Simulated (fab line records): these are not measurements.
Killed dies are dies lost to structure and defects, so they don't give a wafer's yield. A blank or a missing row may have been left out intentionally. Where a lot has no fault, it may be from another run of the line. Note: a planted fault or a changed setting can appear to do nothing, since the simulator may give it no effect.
The tool behind it: which one? -- flow gf180mcu -- Sampling: 12 lots, 36 wafers, 4 of 602 route steps

## WHAT EACH GAUGE READ, for each wafer
GF_V1_RS_MEAS_24: the measuring method here is four-point-probe.
lot,measured,on,V1_W_RS (ohm/sq)
L671,day 18 05:38,film metro-04,0.332 0.332 0.337
L672,day 18 12:08,film metro-02,0.334 0.333 0.327
L673,day 18 20:37,film metro-01,0.328 0.328 0.328
L676,day 20 08:04,film metro-04,0.327 0.327 0.330
L678,day 21 02:51,film metro-04,0.330 0.332 0.331
L680,day 21 22:05,film metro-02,0.332 0.331 0.334
L682,day 22 06:40,film metro-01,0.332 0.337 0.336
L683,day 22 19:56,film metro-04,0.326 0.328 0.327
L688,day 24 08:55,film metro-01,0.332 0.332 0.328
L692,day 25 16:28,film metro-01,0.324 0.320 0.326
L693,day 25 20:31,film metro-04,0.333 0.328 0.328
L694,day 26 07:23,film metro-02,0.324 0.326 0.324

GF_V2_CD_MEAS_14: the cd target is 260 nm.
lot,measured,on,cd nm (nm)
L671,day 20 08:14,cd sem-01,260.5 261.7 261.3
L672,day 20 13:42,cd sem-02,259.0 258.5 258.3
L673,day 20 23:20,cd sem-01,259.9 260.5 259.6
L676,day 22 09:47,cd sem-02,262.0 260.5 261.5
L678,day 23 04:17,cd sem-01,260.6 260.8 260.5
L680,day 23 22:11,cd sem-02,260.5 261.1 260.6
L682,day 24 05:09,cd sem-01,261.8 260.9 261.2
L683,day 25 01:49,cd sem-02,260.0 259.9 259.1
L688,day 26 05:39,cd sem-02,260.0 261.4 261.9
L692,day 27 10:45,cd sem-02,259.0 259.1 259.4
L693,day 27 15:40,cd sem-01,260.1 259.3 259.2
L694,day 28 03:04,cd sem-01,258.5 259.0 258.9

## TOOL THAT RAN EACH LOT (tool first, then ch and the chambers of the sampled wafers, then the start)
lot,GF_M2_SPUTTER_00,GF_V2_CMP_04
L671,"pvd sputter-02, day 18 06:07","cmp-02 ch 0,1,2, day 19 07:23"
L672,"pvd sputter-02, day 18 12:35","cmp-02 ch 1,2,3, day 19 13:29"
L673,"pvd sputter-02, day 18 21:04","cmp-01 ch 1,2,3, day 19 22:41"
L676,"pvd sputter-03, day 20 08:32","cmp-02 ch 1,2,3, day 21 09:50"
L678,"pvd sputter-02, day 21 03:20","cmp-01 ch 0,1,3, day 22 04:29"
L680,"pvd sputter-01, day 21 22:30","cmp-01 ch 0,2,3, day 22 23:13"
L682,"pvd sputter-03, day 22 07:08","cmp-01 ch 2,3, day 23 07:28"
L683,"pvd sputter-02, day 22 20:24","cmp-01 ch 0,1,2, day 24 03:47"
L688,"pvd sputter-02, day 24 09:21","cmp-02 ch 0,2,3, day 25 08:07"
L692,"pvd sputter-01, day 25 16:55","cmp-01 ch 0,2,3, day 26 14:36"
L693,"pvd sputter-02, day 25 21:00","cmp-01 ch 0,3, day 26 18:43"
L694,"pvd sputter-03, day 26 07:52","cmp-01 ch 0,1,3, day 27 06:29"
- GF_M2_SPUTTER_00: material Ti, target thk 37.5 nm, time 150 s.
- GF_V2_CMP_04: polishes SiO2.

## WHAT THE TOOLS THEMSELVES READ (means of the sampled wafers that have a number; where no wafer has one, the mark that the record gives instead)
GF_M2_SPUTTER_00.
lot,tool,throttle valve pct (%)
L671,pvd sputter-02,30.7
L672,pvd sputter-02,30.8
L673,pvd sputter-02,30.6
L676,pvd sputter-03,31.2
L678,pvd sputter-02,30.6
L680,pvd sputter-01,30.8
L682,pvd sputter-03,30.3
L683,pvd sputter-02,30.0
L688,pvd sputter-02,31.0
L692,pvd sputter-01,30.7
L693,pvd sputter-02,30.6
L694,pvd sputter-03,30.5

GF_V2_CMP_04.
lot,tool,motor current A (A),platen rpm (rpm),slurry flow ml min,time to endpoint s (s)
L671,cmp-02,12.8,59.97,150.1,70
L672,cmp-02,13.2,60.00,150.0,74
L673,cmp-01,11.9,59.98,150.2,88
L676,cmp-02,13.0,60.01,149.8,75
L678,cmp-01,10.6,60.02,150.0,85
L680,cmp-01,11.5,60.00,150.5,89
L682,cmp-01,12.1,59.97,149.6,100
L683,cmp-01,11.1,59.99,150.5,104
L688,cmp-02,12.9,60.00,150.1,78
L692,cmp-01,11.3,60.01,150.0,79
L693,cmp-01,10.6,60.06,150.5,76
L694,cmp-01,11.1,59.96,150.1,74

## THE ANSWER, worked out from the rows above alone
Rule: the lots themselves supply what counts as usual. The widest of any qualifying gaps counts: lots, ordered by their means at a reading, are off when they make up no more than a third of the lots, leave a main group of 4 or more, and stand apart from it by 3 or more times the standard deviation of that group's means. Not used: any main group whose means are identical at the precision the tables above print for the reading. A lot without any number at a reading at which 4 lots or more have one is off too. All remaining lots with rows at the step are treated as sound. The gauges are gone through in route order, then the tools' own readings, and for those a lot's mean is taken as printed above. The first step at which some lot is off is used, and at that step the reading that is off furthest; a lot without a number counts as furthest.
No lot is off on any of the readings shown, so nothing can be concluded from this.

## WHAT HAD BEEN PUT IN BY THE SIMULATOR
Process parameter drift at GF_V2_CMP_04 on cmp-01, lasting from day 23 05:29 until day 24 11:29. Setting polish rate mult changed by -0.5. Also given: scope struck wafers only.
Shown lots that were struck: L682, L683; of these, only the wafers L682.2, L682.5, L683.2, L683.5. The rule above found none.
